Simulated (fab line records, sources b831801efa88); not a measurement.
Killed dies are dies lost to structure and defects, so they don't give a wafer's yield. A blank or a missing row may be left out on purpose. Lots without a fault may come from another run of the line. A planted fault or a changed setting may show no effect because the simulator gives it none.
fab line records | flow gf180mcu
record lots=6 wafers=18 last_day=33
route steps=602 shown V4@487 MIM@503
lots that met no fault: from a run of the same line without faults
start_h: hours from the record's first day to the start of the lot's first wafer shown | wait_h: hours since the lot's step before | " the same as in the row above | L1.1+2: a row that stands for several wafers | - no value, or no start given | * or withheld: withheld | < > ~ a bound
route shown NAME@n: a module of which the file shows steps, and the number in the route of the first | usual: mean/standard deviation of fault-free wafers | same: alike in all rows | chamber/n: place in a boat | sites: the reading at each site | _std_site: their standard deviation | _edge_site: outer sites' mean less inner sites' | radius_mm: how far each site lies from the wafer's centre | mask NAME#n: copy n | behind: the tool/chamber that last shaped the wafer | hold: why the lot was held/for how many hours/how that ended | device: the transistor (n, p or np) that didn't switch | end of line: the same wafers' tests at the end of the route | a step without rows: its recipe alone | killed: dies lost to structure and defects at the first sort, not the wafer's yield | map: a wafer's dies, x killed, . not, _ none there
set.NAME: the setting as run; set.NAME@STEP: as run at that earlier step | model.NAME: the simulator's own value behind a step, which no gauge read
lots at some steps of the route; a table a step, a row a wafer
services: from which hour (start_h, from the record's first day; less than 0 if before it) a tool's chamber was out of use, for how many hours, and why
## steps
# step GF_V4_EXPOSE_11
# recipe mask_id=Via4 target_cd_nm=260 na=0.68 source_shape=conventional sigma_outer=0.6 dose_mj=38
# step GF_V4_PEB_12
# recipe peb_temp_c=135 peb_time_s=90 resist=KrF
# step GF_V4_DEVELOP_13
# recipe develop_time_s=60 resist=KrF dev_temp_c=21
# step GF_V4_CD_MEAS_14
# recipe target_cd_nm=260
# usual cd_nm=259.9/1.3
# columns lot.wafer tool chamber start_h wait_h cd_nm
L267.2 cd_sem-01 - 585.64 0.1 257.9
L267.5 " - " " 259.5
L267.6 " - " " 258.1
L271.1 cd_sem-01 - 618.24 0.2 260.0
L271.3 " - " " 261.3
L271.6 " - " " 260.7
L273.1 cd_sem-01 - 636.42 0.1 258.7
L273.4 " - " " 260.2
L273.5 " - " " 259.4
L276.2 cd_sem-02 - 658.95 0.1 259.5
L276.5 " - " " 259.1
L276.6 " - " " 259.2
L279.2 cd_sem-02 - 680.64 0.1 260.4
L279.3 " - " " 259.6
L279.5 " - " " 260.5
L282.1 cd_sem-01 - 698.48 0.1 261.4
L282.4 " - " " 260.4
L282.6 " - " " 260.9
# step GF_V4_OVL_MEAS_15
# usual V4_OVL=-4/5.3
# columns lot.wafer tool chamber start_h wait_h V4_OVL[nm]
L267.2 overlay-02 - 585.75 0.1 -1
L267.5 " - " " -1
L267.6 " - " " -4
L271.1 overlay-02 - 618.36 0.1 -7
L271.3 " - " " -5
L271.6 " - " " -5
L273.1 overlay-02 - 636.54 0.1 -1
L273.4 " - " " -1
L273.5 " - " " -10
L276.2 overlay-02 - 659.06 0.1 10
L276.5 " - " " 1
L276.6 " - " " -4
L279.2 overlay-02 - 680.75 0.1 -3
L279.3 " - " " -7
L279.5 " - " " -10
L282.1 overlay-02 - 698.60 0.1 -5
L282.4 " - " " 5
L282.6 " - " " -11
# step GF_V4_ETCH_16
# recipe chemistry=N2/H2 target_depth_a=withheld overetch_a=withheld time_s=withheld target=BARC ion_energy_ev=200 source_w=500 bias_w=100 pressure_mtorr=30 n2_flow_sccm=100 h2_flow_sccm=200
# step GF_V4_ETCH_17
# recipe chemistry=C4F8/O2/Ar mask_material=KrF target=SiO2 stop_on=TiN source_w=1500 bias_w=1200 pressure_mtorr=40 c4f8_flow_sccm=withheld O2_flow_sccm=6 Ar_flow_sccm=300 time_s=withheld target_depth_a=6300
# usual bias_w=1200/3.9 oes_product_au=0.856/0.0045
# columns lot.wafer tool chamber start_h wait_h bias_w oes_product_au
L267.2 rie_diel-01 1 - - 1202 0.858
L267.5 " 3 " " 1199 0.867
L267.6 " 2 " " 1208 0.859
L271.1 rie_diel-02 1 - - 1201 0.865
L271.3 " 0 " " 1202 0.857
L271.6 " 1 " " 1197 0.856
L273.1 rie_diel-01 2 - - 1199 0.852
L273.4 " 3 " " 1201 0.853
L273.5 " 3 " " 1202 0.858
L276.2 rie_diel-01 3 - - 1196 0.856
L276.5 " 3 " " 1198 0.860
L276.6 " 2 " " 1206 0.857
L279.2 rie_diel-02 3 - - 1204 0.857
L279.3 " 0 " " 1196 0.853
L279.5 " 0 " " 1206 0.852
L282.1 rie_diel-01 0 - - 1198 0.855
L282.4 " 0 " " 1195 0.851
L282.6 " 2 " " 1198 0.852
# step GF_V4_STRIP_18
# recipe chemistry=O2/N2 power_w=1400 pressure_mtorr=1500 platen_temp_c=250 o2_flow_sccm=3000 n2_flow_sccm=300 overash_fraction=0.5
# usual drypump_motor_current_A=5.8/0.43 heater_power_w=339/57 oes_product_au=0.593/0.005
# columns lot.wafer tool chamber start_h wait_h drypump_motor_current_A heater_power_w oes_product_au rf_hours_counter_h
L267.2 plasma_asher-04 1 585.91 - 6.0 389 0.590 82
L267.5 " 0 " " 5.9 279 0.586 -
L267.6 " 1 " " 6.1 384 0.597 -
L271.1 plasma_asher-03 1 618.52 - 4.9 328 0.589 48
L271.3 " 0 " " 5.7 301 0.606 -
L271.6 " 1 " " 4.8 325 0.606 -
L273.1 plasma_asher-04 1 636.71 - 6.0 385 0.592 87
L273.4 " 0 " " 5.9 274 0.601 -
L273.5 " 1 " " 6.0 391 0.587 -
L276.2 plasma_asher-04 1 659.22 - 6.0 389 0.595 89
L276.5 " 1 " " 6.0 385 0.586 -
L276.6 " 0 " " 6.0 275 0.589 -
L279.2 plasma_asher-02 0 680.91 - 5.3 294 0.582 25
L279.3 " 0 " " 5.3 303 0.588 -
L279.5 " 1 " " 6.3 430 0.594 -
L282.1 plasma_asher-02 0 698.77 - 5.3 298 0.596 26
L282.4 " 1 " " 6.3 424 0.593 -
L282.6 " 0 " " 5.4 295 0.603 -
# step GF_V4_STRIP_19
# recipe chemistry=post_etch_residue_remover time_s=1200 temp_c=72.5
# step GF_V4_CLEAN_20
# recipe chemistry=DIW dry=n2_spin
# step GF_V4_SPUTTER_21
# recipe material=Ti target_thk_nm=15 chamber_pressure_pa=5 power_w=2500 substrate_temp_c=200 time_s=80.02
# usual cathode_dc_power_W=2500.0/0.44 throttle_valve_pct=30.6/0.83
# columns lot.wafer tool chamber start_h wait_h cathode_dc_power_W throttle_valve_pct
L267.2 pvd_sputter-01 - 586.80 0.0 2499.9 30.7
L267.5 " - " " 2499.3 30.4
L267.6 " - " " 2500.4 31.1
L271.1 pvd_sputter-02 - 619.09 0.0 2499.9 31.5
L271.3 " - " " 2500.7 30.0
L271.6 " - " " 2500.4 30.0
L273.1 pvd_sputter-01 - 637.24 0.0 2500.0 31.2
L273.4 " - " " 2500.5 30.7
L273.5 " - " " 2499.8 30.9
L276.2 pvd_sputter-04 - 659.76 0.0 2499.6 31.4
L276.5 " - " " 2499.9 31.2
L276.6 " - " " 2499.6 30.6
L279.2 pvd_sputter-04 - 681.44 0.0 2500.6 31.5
L279.3 " - " " 2499.6 30.7
L279.5 " - " " 2499.9 31.4
L282.1 pvd_sputter-02 - 699.30 0.0 2499.8 30.4
L282.4 " - " " 2499.6 29.4
L282.6 " - " " 2499.4 31.3
# step GF_V4_SPUTTER_22
# recipe material=TiN target_thk_nm=10 chamber_pressure_pa=5 power_w=4000 time_s=40
# usual cathode_dc_power_W=4000.0/0.72 throttle_valve_pct=30.6/0.81
# columns lot.wafer tool chamber start_h wait_h cathode_dc_power_W throttle_valve_pct
L267.2 pvd_sputter-01 - 586.86 0.0 4000.2 30.6
L267.5 " - " " 3999.3 31.0
L267.6 " - " " 3999.8 31.3
L271.1 pvd_sputter-02 - 619.15 0.0 3999.4 31.5
L271.3 " - " " 4001.0 30.3
L271.6 " - " " 3999.7 30.6
L273.1 pvd_sputter-01 - 637.30 0.0 3998.9 31.1
L273.4 " - " " 4000.7 30.7
L273.5 " - " " 4000.2 31.2
L276.2 pvd_sputter-04 - 659.82 0.0 4000.6 31.4
L276.5 " - " " 4001.0 31.4
L276.6 " - " " 4000.5 31.1
L279.2 pvd_sputter-04 - 681.50 0.0 3999.3 31.7
L279.3 " - " " 3998.6 30.7
L279.5 " - " " 3998.8 31.3
L282.1 pvd_sputter-02 - 699.36 0.0 3999.9 30.0
L282.4 " - " " 4000.6 29.0
L282.6 " - " " 4000.1 31.8
# step GF_V4_CVD_23
# recipe material=W target_thk_nm=350 time_s=104.9 temp_c=400 pressure_torr=40
# usual heater_power_outer_w=523/63 heater_power_w=870/100 susceptor_temp_C=400.00/0.23
# columns lot.wafer tool chamber start_h wait_h heater_power_outer_w heater_power_w susceptor_temp_C model.W_of_V4_CVD_23.thk_nm
L267.2 cvd_w-02 0 586.90 0.0 549 853 399.89 346
L267.5 " 1 " " 621 1057 400.01 348
L267.6 " 0 " " 555 865 400.13 346.1
L271.1 cvd_w-01 1 619.19 0.0 512 872 400.35 361.8
L271.3 " 1 " " 513 865 400.20 361
L271.6 " 0 " " 447 752 400.36 352.6
L273.1 cvd_w-01 1 637.34 0.0 506 839 399.91 130.2
L273.4 " 1 " " 510 843 399.81 132.8
L273.5 " 1 " " 502 889 399.64 130.9
L276.2 cvd_w-01 1 659.86 0.0 498 883 400.12 137.1
L276.5 " 0 " " 453 738 400.12 357
L276.6 " 1 " " 522 860 399.94 133.5
L279.2 cvd_w-02 1 681.54 0.0 636 1060 400.05 350.5
L279.3 " 0 " " 554 877 399.73 347.2
L279.5 " 0 " " 558 861 399.98 347.5
L282.1 cvd_w-02 0 699.40 0.0 546 850 400.28 346.8
L282.4 " 0 " " 564 879 400.48 344.5
L282.6 " 0 " " 545 859 399.97 343.8
# step GF_V4_RS_MEAS_24
# recipe thk_meas_gauge=four-point-probe reads=W_of_V4_CVD_23+TiN_of_V4_SPUTTER_22+Ti_of_V4_SPUTTER_21
# usual V4_W_RS=0.326/0.0057
# columns lot.wafer tool chamber start_h wait_h V4_W_RS[ohm/sq]
L267.2 film_metro-01 - 587.03 0.1 0.331
L267.5 " - " " 0.329
L267.6 " - " " 0.331
L271.1 film_metro-03 - 619.30 0.1 0.317
L271.3 " - " " 0.318
L271.6 " - " " 0.324
L273.1 film_metro-04 - 637.45 0.1 0.896
L273.4 " - " " 0.877
L273.5 " - " " 0.889
L276.2 film_metro-01 - 659.99 0.1 0.846
L276.5 " - " " 0.321
L276.6 " - " " 0.871
L279.2 film_metro-01 - 681.67 0.1 0.327
L279.3 " - " " 0.329
L279.5 " - " " 0.328
L282.1 film_metro-01 - 699.63 0.2 0.329
L282.4 " - " " 0.332
L282.6 " - " " 0.332
# step GF_V4_THK_MEAS_25
# recipe thk_meas_gauge=xrf reads=W_of_V4_CVD_23
# usual V4_W_THK=349/6.4
# columns lot.wafer tool chamber start_h wait_h V4_W_THK[nm]
L267.2 film_metro-01 - 587.14 0.1 344
L267.5 " - " " 346
L267.6 " - " " 344
L271.1 film_metro-03 - 619.42 0.1 361
L271.3 " - " " 360
L271.6 " - " " 351
L273.1 film_metro-04 - 637.57 0.1 130
L273.4 " - " " 132
L273.5 " - " " 131
L276.2 film_metro-01 - 660.10 0.1 136
L276.5 " - " " 355
L276.6 " - " " 132
L279.2 film_metro-01 - 681.78 0.1 351
L279.3 " - " " 344
L279.5 " - " " 347
L282.1 film_metro-01 - 699.75 0.1 347
L282.4 " - " " 344
L282.6 " - " " 341
# step GF_V4_CMP_26
# recipe stop_on=SiO2 down_force_psi=3.5 platen_rpm=60 t_overpolish_s=15 target_thk_nm=0 pad_velocity_m_s=0.94248
# usual edge_zone_pressure_frac=1.000/0.005 motor_current_A=11.3/1.5 time_to_endpoint_s=84/3.2
# columns lot.wafer tool chamber start_h wait_h edge_zone_pressure_frac motor_current_A time_to_endpoint_s
L267.2 cmp-01 3 587.19 0.0 1.006 13.3 84
L267.6 " 3 " " 1.003 14.4 84
L267.5 " 0 " " 1.000 12.6 82
L271.1 cmp-01 2 619.58 0.1 1.000 10.5 88
L271.3 " 3 " " 0.998 13.5 89
L271.6 " 1 " " 1.006 11.1 87
L273.4 cmp-01 3 637.63 0.0 1.003 13.6 31
L273.1 " 2 " " 0.997 10.7 31
L273.5 " 0 " " 1.001 12.8 33
L276.2 cmp-01 3 660.20 0.1 1.000 14.1 32
L276.5 " 2 " " 0.995 10.5 82
L276.6 " 3 " " 1.002 15.0 33
L279.2 cmp-01 2 681.83 0.0 1.003 10.5 85
L279.3 " 1 " " 1.014 10.1 86
L279.5 " 3 " " 0.997 14.5 87
L282.4 cmp-02 1 699.81 0.0 0.996 10.1 83
L282.1 " 2 " " 0.999 10.9 80
L282.6 " 1 " " 0.997 10.2 79
# step GF_MIM_SPUTTER_00
# recipe material=Ti target_thk_nm=37.5 arriving_ion_energy_ev=80 substrate_temp_c=200 chamber_pressure_pa=2 power_w=4000 time_s=150
# usual cathode_dc_power_W=4000.0/0.72 throttle_valve_pct=30.4/1.1
# columns lot.wafer tool chamber start_h wait_h cathode_dc_power_W throttle_valve_pct
L267.2 pvd_sputter-03 - 587.49 0.2 3999.5 29.9
L267.5 " - " " 3999.4 30.3
L267.6 " - " " 3999.8 30.0
L271.1 pvd_sputter-04 - 619.78 0.1 4001.0 31.4
L271.3 " - " " 4000.5 31.6
L271.6 " - " " 4000.3 31.2
L273.1 pvd_sputter-04 - 637.93 0.1 4000.5 28.3
L273.4 " - " " 4000.1 31.0
L273.5 " - " " 3999.8 31.3
L276.2 pvd_sputter-01 - 660.45 0.2 3999.5 30.1
L276.5 " - " " 4000.6 30.9
L276.6 " - " " 3998.6 30.3
L279.2 pvd_sputter-01 - 682.13 0.2 4000.8 30.0
L279.3 " - " " 3999.3 30.6
L279.5 " - " " 3999.9 30.7
L282.1 pvd_sputter-03 - 700.11 0.2 4000.7 27.9
L282.4 " - " " 4000.3 29.8
L282.6 " - " " 4000.9 27.9
## services
# columns tool chamber start_h hours kind
cvd_w-01 1 562.21 2.7 repair
cmp-02 - 572.19 4.0 pm
pvd_sputter-03 - 573.68 3.8 repair
pvd_sputter-03 - 574.17 4.4 repair
pvd_sputter-04 - 582.85 8.4 repair
cmp-02 - 591.87 6.7 pm
pvd_sputter-03 - 593.28 105.8 repair
pvd_sputter-01 - 593.74 5.9 repair
pvd_sputter-01 - 618.58 2.3 repair
pvd_sputter-04 0 638.15 - consumable_replace:kit
cvd_w-02 - 640.02 1.4 repair
cmp-01 - 646.56 0.2 repair
plasma_asher-02 - 657.20 2.8 pm
cvd_w-02 - 657.31 2.8 pm
cvd_w-01 0 661.25 24.1 repair
plasma_asher-02 - 661.76 13.9 repair
rie_diel-01 0 669.28 3.8 repair
cvd_w-01 - 675.26 2.8 pm
rie_diel-01 3 675.53 29.2 repair
cvd_w-02 - 677.58 0.7 repair
rie_diel-02 2 678.31 4.3 repair
plasma_asher-02 - 685.28 2.8 repair
rie_diel-01 - 691.54 4.3 pm
cvd_w-02 1 696.33 13.8 repair
## key
first_sign step=GF_V4_RS_MEAS_24 reading=V4_W_RS direction=up sigmas=97 usual=0.326 struck=0.876
effect step=GF_V4_THK_MEAS_25 reading=V4_W_THK direction=down sigmas=34 usual=349 struck=132
effect step=GF_V4_CMP_26 reading=time_to_endpoint_s direction=down sigmas=16 usual=* struck=*
model_effect step=GF_V4_CVD_23 value=W_of_V4_CVD_23.thk_nm without=357.9 struck=132.9
met_at GF_V4_CVD_23
struck_wafers L273.1,L273.4,L273.5,L276.2,L276.6
onset_between 619.19 637.34
fault kind=process_parameter_drift tool=cvd_w-01 chamber=1 onset_h=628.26 steps=GF_V4_CVD_23 channel=target_thk_nm offset=-220.11 shape=step end_h=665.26 acts_in=these_recipes_only stated=350
